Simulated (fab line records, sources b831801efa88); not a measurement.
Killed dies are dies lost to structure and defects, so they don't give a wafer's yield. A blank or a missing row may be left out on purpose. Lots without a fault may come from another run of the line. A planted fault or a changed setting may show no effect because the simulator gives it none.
Chamber matching | flow gf180mcu | GF_V3_CMP_26 on cmp-02: 4 sister chambers
The step polishes, stops on SiO2, t overpolish 15 s, target thk 0 nm. 15 wafers are shown with their chamber, then 7 later ones without.

WAFERS WITH THEIR CHAMBER
wafer  | chamber | motor_current_A (A) | time_to_endpoint_s (s)
L853.3 | 3       | 13.0                | 83
L853.4 | 2       | 10.5                | 83
L853.6 | 2       | 9.6                 | 81
L857.1 | 2       | 10.2                | 89
L857.2 | 3       | 12.3                | 86
L857.6 | 0       | 12.7                | 90
L859.2 | 3       | 13.1                | 82
L859.5 | 3       | 13.0                | 82
L859.6 | 0       | 12.5                | 82
L860.1 | 1       | 10.6                | 86
L860.5 | 3       | 12.4                | 90
L861.1 | 2       | 10.3                | 91
L861.5 | 2       | 10.6                | 91
L868.1 | 3       | 12.1                | 86
L868.2 | 2       | 9.9                 | 86

SIGNATURES (means of the wafers above)
reading            | chamber 0 | chamber 1 | chamber 2 | chamber 3 | scatter within a chamber
motor_current_A    | 12.600    | 10.600    | 10.183    | 12.650    | 0.389
time_to_endpoint_s | 86.00     | 86.00     | 86.83     | 84.83     | 3.93
Rule: a wafer's distance from a chamber is the root of the sum, over the readings, of the square of ((its reading less the chamber's mean) divided by the reading's scatter). The wafer belongs to the nearest chamber; if the next one is less than 2 further off, it can't be placed. The scatter: the root of (the sum of the squares of (reading less its chamber's mean) over the shown wafers, divided by (wafers less chambers)).

WAFERS WITHOUT THEIR CHAMBER
wafer  | motor_current_A (A) | time_to_endpoint_s (s)
L868.6 | 11.5                | 87
L872.2 | 12.8                | 89
L872.4 | 12.7                | 92
L872.5 | 12.0                | 94
L873.1 | 10.2                | 91
L873.4 | 12.0                | 92
L873.6 | 11.0                | 89

WHICH CHAMBER EACH WENT THROUGH
wafer  | from the rows above               | in truth
L868.6 | can't be placed: 1 or 0 or 3 or 2 | 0
L872.2 | can't be placed: 0 or 3           | 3
L872.4 | can't be placed: 0 or 3           | 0
L872.5 | can't be placed: 0 or 3 or 1      | 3
L873.1 | can't be placed: 2 or 1           | 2
L873.4 | can't be placed: 0 or 3 or 1      | 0
L873.6 | can't be placed: 1 or 2           | 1
Placed correctly: 0 of 7. Can't be placed from these rows: 7 (the true chamber is among the candidates in 7). Placed wrongly: 0.
